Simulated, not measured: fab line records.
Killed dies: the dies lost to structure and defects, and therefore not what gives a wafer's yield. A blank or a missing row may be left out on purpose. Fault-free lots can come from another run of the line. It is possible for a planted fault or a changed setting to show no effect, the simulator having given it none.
The tool behind it: which one? | flow sky130 | 45 wafers from 15 lots sampled at 2 of the route's 708 steps

WHAT EACH GAUGE READ, for each wafer
The record lacks any reading of a measuring or inspecting step that a usual standard deviation could be used to judge.

WHICH TOOL RAN EACH LOT (tool, then ch and the chambers of the sampled wafers, then the start)
lot  | SKY_VIA4_EXPOSE_08                  | SKY_PAD_OPEN_PROBE_99
L973 | iline-stepper-02 ch 0, day 43 01:59 | -
L975 | iline-stepper-02 ch 0, day 43 22:07 | -
L977 | iline-stepper-02 ch 0, day 44 03:56 | -
L976 | iline-stepper-02 ch 0, day 44 08:18 | -
L978 | iline-stepper-01 ch 0, day 44 14:25 | -
L980 | iline-stepper-01 ch 0, day 44 21:55 | prober-01, day 48 03:29
L981 | iline-stepper-02 ch 0, day 45 06:03 | -
L982 | iline-stepper-01 ch 0, day 45 15:31 | prober-01, day 48 19:41
L983 | iline-stepper-02 ch 0, day 45 23:18 | -
L987 | iline-stepper-02 ch 0, day 46 21:18 | -
L988 | iline-stepper-02 ch 0, day 47 01:38 | -
L990 | iline-stepper-02 ch 0, day 47 08:07 | -
L994 | iline-stepper-01 ch 0, day 48 09:23 | -
L993 | iline-stepper-01 ch 0, day 48 15:28 | prober-02, day 51 08:40
L996 | iline-stepper-01 ch 0, day 49 00:04 | -
- SKY_VIA4_EXPOSE_08: exposes mask VIM4, target cd 800 nm.
- SKY_PAD_OPEN_PROBE_99

WHAT THE TOOLS THEMSELVES READ (means of the sampled wafers that have a number; where no wafer has one, the mark that the record gives instead)
SKY_VIA4_EXPOSE_08.
lot  | tool             | exposure-dose-mJ-cm2
L973 | iline-stepper-02 | 132.09
L975 | iline-stepper-02 | 132.12
L977 | iline-stepper-02 | 132.05
L976 | iline-stepper-02 | 131.95
L978 | iline-stepper-01 | 132.00
L980 | iline-stepper-01 | 131.94
L981 | iline-stepper-02 | 132.07
L982 | iline-stepper-01 | 132.11
L983 | iline-stepper-02 | 132.03
L987 | iline-stepper-02 | 120.41
L988 | iline-stepper-02 | 120.32
L990 | iline-stepper-02 | 120.48
L994 | iline-stepper-01 | 131.75
L993 | iline-stepper-01 | 131.98
L996 | iline-stepper-01 | 131.99

SKY_PAD_OPEN_PROBE_99.
lot  | tool      | defect-limited-yield (%) | killed_at_M0_to_M3 | killed_at_M4_up | killed-at-contacts | killed-at-front-end | killed-at-other | killed-dies | killed-open | killed-short | sort_bin_3_pad_short (%) | sort_bin_5_function (%) | sort_bin_6_memory (%) | sort-n-pass | sort-yield-pct (%)
L980 | prober-01 | 80.4                     | 44                 | 3.7             | 26                 | 22                  | 0.7             | 97          | 48          | 49           | 1.0                      | 12.7                    | 6.0                   | 395         | 80.4
L982 | prober-01 | 82.3                     | 49                 | 2.0             | 25                 | 10                  | 0.3             | 87          | 48          | 39           | 0.9                      | 10.3                    | 6.5                   | 405         | 82.3
L993 | prober-02 | 83.3                     | 36                 | 4.3             | 26                 | 16                  | 0.0             | 82          | 46          | 36           | 0.9                      | 10.7                    | 5.1                   | 410         | 83.3

THE ANSWER, worked out from the rows above alone
Rule: usual is defined by the lots themselves. The widest of any qualifying gaps counts: lots, ordered by their means at a reading, are off when they make up no more than a third of the lots, leave a main group of 4 or more, and stand apart from it by 3 or more times the standard deviation of that group's means. A main group whose means are all the same, to the digits that the tables above print for the reading, isn't used. A lot without any number at a reading at which 4 lots or more have one is off too. The other lots that the step has rows for count as sound. The gauges are gone through in route order, then the tools' own readings, and for those a lot's mean is taken as printed above. At the first step where some lot is off, the reading lying furthest off is the one used; lots without a number count as furthest.
Off: L987, L988, L990, at SKY_VIA4_EXPOSE_08 (exposure-dose-mJ-cm2). Main group: mean 132.01, sd 0.096.
A tool fits if, at that step or a process step before it, it ran every lot that is off, and no sound lot after the first of them. One candidate fits, namely iline-stepper-02 at SKY_VIA4_EXPOSE_08. Its last sound lot is L983 (day 45 23:18), its first lot that is off L987 (day 46 21:18): a fault that began between those two fits.
On the lots that are off, the tool's own readings at SKY_VIA4_EXPOSE_08 differ by more than 5 times the standard deviation of the sound lots' means, which bears it out; exposure-dose-mJ-cm2 reads 120.40 there versus 132.01 on the sound lots.

WHAT THE SIMULATOR HAD PUT IN
Drift in process parameters on iline-stepper-02 at SKY_VIA4_EXPOSE_08, starting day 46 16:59. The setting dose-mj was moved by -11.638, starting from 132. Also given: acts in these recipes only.
Struck lots among those shown: L987, L988, L990. The rule given above showed the same thing.
